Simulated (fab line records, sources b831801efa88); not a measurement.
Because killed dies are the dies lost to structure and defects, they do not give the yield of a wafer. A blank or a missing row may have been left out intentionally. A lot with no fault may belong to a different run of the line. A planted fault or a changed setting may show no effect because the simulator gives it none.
Which tool did it? ; flow gf180mcu ; 36 wafers from 12 lots sampled at 3 of the route's 602 steps

== WHAT THE GAUGES SHOWED, per wafer ==
GF_V1_THK_MEAS_03.
lot;measured;on;V1_CVD_02_THK (nm)
L564;day 17 13:51;filmMetro-02;845 853 860
L567;day 18 22:13;filmMetro-04;825 820 829
L572;day 20 17:17;filmMetro-03;833 860 851
L575;day 21 21:08;filmMetro-03;839 827 850
L576;day 22 07:01;filmMetro-04;848 850 865
L577;day 22 14:21;filmMetro-02;848 848 860
L578;day 23 00:10;filmMetro-02;845 833 872
L582;day 24 06:12;filmMetro-04;855 858 870
L583;day 24 12:20;filmMetro-02;851 852 858
L584;day 24 21:28;filmMetro-04;831 839 856
L585;day 25 04:20;filmMetro-04;830 845 843
L587;day 26 03:00;filmMetro-04;858 856 871

== TOOL THAT RAN EACH LOT (tool first, then ch and the chambers of the sampled wafers, then the start) ==
lot;GF_LVPWELL_STRIP_10;GF_VT_IMPLANT_STRIP_09
L564;plasmaAsher-03 ch 0,1, day 3 21:08;plasmaAsher-02 ch 1, day 5 13:45
L567;plasmaAsher-01 ch 0, day 4 14:34;plasmaAsher-01 ch 0, day 6 10:11
L572;plasmaAsher-03 ch 0,1, day 5 16:05;plasmaAsher-02 ch 0,1, day 7 14:50
L575;plasmaAsher-03 ch 0,1, day 6 09:28;plasmaAsher-02 ch 0,1, day 8 11:35
L576;plasmaAsher-03 ch 0,1, day 6 15:14;plasmaAsher-02 ch 0,1, day 8 18:02
L577;plasmaAsher-04 ch 0,1, day 6 19:00;plasmaAsher-04 ch 0,1, day 8 22:24
L578;plasmaAsher-04 ch 0,1, day 7 04:02;plasmaAsher-02 ch 0,1, day 9 09:14
L582;plasmaAsher-01 ch 0, day 8 04:10;plasmaAsher-01 ch 0,1, day 10 13:11
L583;plasmaAsher-01 ch 0,1, day 8 11:19;plasmaAsher-04 ch 0,1, day 10 20:42
L584;plasmaAsher-01 ch 0,1, day 8 15:32;plasmaAsher-02 ch 0,1, day 11 01:17
L585;plasmaAsher-04 ch 0,1, day 8 21:28;plasmaAsher-04 ch 0,1, day 11 08:18
L587;plasmaAsher-04 ch 0,1, day 9 10:01;plasmaAsher-02 ch 0,1, day 11 20:36
- GF_LVPWELL_STRIP_10: strips in O2/N2.
- GF_VT_IMPLANT_STRIP_09: strips in O2/N2.

== WHAT THE TOOLS THEMSELVES READ (means of the sampled wafers that have a number; where no wafer has one, the mark that the record gives instead) ==
GF_LVPWELL_STRIP_10.
lot;tool;chamberPressureMTorr (mTorr);drypumpMotorCurrentA (A);heaterPowerW (W);o2FlowSccm (sccm);oesProductAu (a.u.);stripTimeToEndpointS (s)
L564;plasmaAsher-03;1499.3;6.3;280;3001;0.718;37.02
L567;plasmaAsher-01;1499.2;5.2;328;3002;0.722;36.99
L572;plasmaAsher-03;1499.7;6.0;283;2998;0.724;37.02
L575;plasmaAsher-03;1599.8;6.3;281;3002;0.731;36.45
L576;plasmaAsher-03;1599.5;6.3;285;3001;0.726;36.52
L577;plasmaAsher-04;1500.2;5.2;354;2996;0.722;37.13
L578;plasmaAsher-04;1497.9;5.2;357;2994;0.723;36.96
L582;plasmaAsher-01;1499.8;5.2;323;3009;0.724;37.14
L583;plasmaAsher-01;1499.1;5.4;328;3002;0.726;37.26
L584;plasmaAsher-01;1499.7;5.4;324;2997;0.727;37.02
L585;plasmaAsher-04;1501.3;5.2;361;3006;0.723;37.01
L587;plasmaAsher-04;1500.9;5.6;334;3000;0.725;37.10

GF_VT_IMPLANT_STRIP_09.
lot;tool;chamberPressureMTorr (mTorr);drypumpMotorCurrentA (A);heaterPowerW (W);o2FlowSccm (sccm);oesProductAu (a.u.);stripTimeToEndpointS (s)
L564;plasmaAsher-02;1500.1;6.2;300;2995;0.713;12.63
L567;plasmaAsher-01;1500.3;5.2;314;3005;0.715;12.67
L572;plasmaAsher-02;1498.9;5.9;383;2994;0.716;12.67
L575;plasmaAsher-02;1499.2;5.9;383;3005;0.714;12.60
L576;plasmaAsher-02;1500.4;6.0;340;3006;0.715;12.62
L577;plasmaAsher-04;1499.2;5.6;325;2997;0.722;12.68
L578;plasmaAsher-02;1499.6;6.0;344;2994;0.717;12.64
L582;plasmaAsher-01;1499.1;5.5;337;2989;0.717;12.62
L583;plasmaAsher-04;1500.7;5.2;359;2992;0.717;12.60
L584;plasmaAsher-02;1499.3;5.9;379;2999;0.715;12.65
L585;plasmaAsher-04;1500.9;5.6;325;2999;0.718;12.72
L587;plasmaAsher-02;1498.6;5.9;381;3005;0.712;12.61

== THE ANSWER, worked out from the rows above alone ==
Rule: what is usual is taken from the lots themselves. The widest of any qualifying gaps counts: lots, ordered by their means at a reading, are off when they make up no more than a third of the lots, leave a main group of 4 or more, and stand apart from it by 3 or more times the standard deviation of that group's means. If all means in a main group match to the digits the tables above print for the reading, that group is not used. Also off: a lot with no number at a reading for which 4 or more lots have one. Any other lot the step has rows for is counted as sound. Order of review: gauges by route order, followed by the tools' own readings, for which a lot's mean as printed above is used. The first step at which some lot is off is used, and at that step the reading that is off furthest; a lot without a number counts as furthest.
Off at GF_LVPWELL_STRIP_10 (chamberPressureMTorr): L575, L576. Main group: mean 1499.7 mTorr, sd 0.91.
If a tool, at that step or one of the process steps before it, ran each lot that is off and ran no sound lot following the first of them, it fits. One candidate fits, namely plasmaAsher-03 at GF_LVPWELL_STRIP_10. A fault onset in the window from L572 (day 5 16:05, its last sound lot) to L575 (day 6 09:28, its first lot off) fits.
The tool's own readings at GF_LVPWELL_STRIP_10 bear it out: on the lots that are off they differ by more than 5 times the standard deviation of the sound lots' means. chamberPressureMTorr reads 1599.7 mTorr there against 1499.7 mTorr on the sound lots; stripTimeToEndpointS reads 36.48 s there against 37.06 s on the sound lots.

== WHAT THE SIMULATOR PUT IN ==
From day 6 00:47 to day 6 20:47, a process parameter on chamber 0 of plasmaAsher-03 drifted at GF_LVPWELL_STRIP_10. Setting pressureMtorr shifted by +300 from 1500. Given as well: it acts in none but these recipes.
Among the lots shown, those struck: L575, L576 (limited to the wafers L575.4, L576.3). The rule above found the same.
